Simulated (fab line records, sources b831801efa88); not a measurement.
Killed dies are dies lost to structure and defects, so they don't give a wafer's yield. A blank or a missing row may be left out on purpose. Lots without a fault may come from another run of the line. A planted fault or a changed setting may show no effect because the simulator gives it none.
Tool commonality check | flow gf180mcu | 12 lots, 36 wafers sampled

WHY IT WAS OPENED
At GF_HV_LDD_TW_MEAS_38 the reading HV_LDD_3_TW is flagged on 3 of 12 lots. Wafers without a fault read 1448, standard deviation 8.9.
Rule: a lot is flagged when every wafer of it that has a number lies more than 4 standard deviations from that mean, or none has a number. The other lots count as sound.

lot  | measured     | on            | HV_LDD_3_TW, wafer by wafer | flag
L260 | day 12 11:36 | film_metro-02 | 1445 1442 1440              |
L261 | day 12 19:19 | film_metro-04 | 1450 1450 1459              |
L263 | day 13 07:05 | film_metro-04 | 1449 1455 1452              |
L264 | day 13 18:31 | film_metro-03 | 1456 1443 1438              |
L265 | day 13 23:24 | film_metro-02 | 1453 1445 1453              |
L266 | day 14 09:55 | film_metro-02 | 1450 1447 1448              |
L268 | day 15 00:23 | film_metro-02 | 1551 1552 1549              | FLAGGED
L269 | day 15 08:55 | film_metro-02 | 1450 1450 1450              |
L270 | day 15 18:37 | film_metro-04 | 1464 1465 1468              |
L272 | day 16 10:13 | film_metro-02 | 1562 1553 1549              | FLAGGED
L278 | day 18 07:49 | film_metro-04 | 1560 1564 1554              | FLAGGED
L279 | day 18 18:38 | film_metro-03 | 1443 1437 1446              |
The numbers of the flagged lots are 1555 on average: +107 against the usual, or +12 standard deviations.

WHICH TOOL RAN EACH LOT
The record holds 1 process step before the reading, out of a route of 602 steps. In each cell: the tool, then ch and the chambers that the sampled wafers went through, then the start.
lot  | flag    | GF_HV_LDD_IMPLANT_35
L260 |         | implanter-02 ch 0, day 12 11:12
L261 |         | implanter-01 ch 0, day 12 18:56
L263 |         | implanter-03 ch 0, day 13 06:41
L264 |         | implanter-01 ch 0, day 13 18:07
L265 |         | implanter-03 ch 0, day 13 23:00
L266 |         | implanter-03 ch 0, day 14 09:33
L268 | FLAGGED | implanter-03 ch 0, day 14 23:38
L269 |         | implanter-01 ch 0, day 15 08:32
L270 |         | implanter-01 ch 0, day 15 18:13
L272 | FLAGGED | implanter-01 ch 0, day 16 09:29
L278 | FLAGGED | implanter-03 ch 0, day 18 07:07
L279 |         | implanter-03 ch 0, day 18 18:14
What these steps do:
- GF_HV_LDD_IMPLANT_35
- GF_HV_LDD_TW_MEAS_38

FLAGGED OVER TOTAL, TOOL BY TOOL (the gauges that took the reading come last)
step                 | tool          | lots run | flagged | share of the flagged lots | sound lots run after its first flagged lot
GF_HV_LDD_IMPLANT_35 | implanter-01  | 5        | 1       | some                      | 0
GF_HV_LDD_IMPLANT_35 | implanter-02  | 1        | 0       | none                      | -
GF_HV_LDD_IMPLANT_35 | implanter-03  | 6        | 2       | some                      | 1 (L279)
GF_HV_LDD_TW_MEAS_38 | film_metro-02 | 6        | 2       | some                      | 1 (L269)
GF_HV_LDD_TW_MEAS_38 | film_metro-03 | 2        | 0       | none                      | -
GF_HV_LDD_TW_MEAS_38 | film_metro-04 | 4        | 1       | some                      | 0

WHAT THE TABLE ALLOWS
No row of the table ran every flagged lot.

WHAT THE SIMULATOR HAD PUT IN
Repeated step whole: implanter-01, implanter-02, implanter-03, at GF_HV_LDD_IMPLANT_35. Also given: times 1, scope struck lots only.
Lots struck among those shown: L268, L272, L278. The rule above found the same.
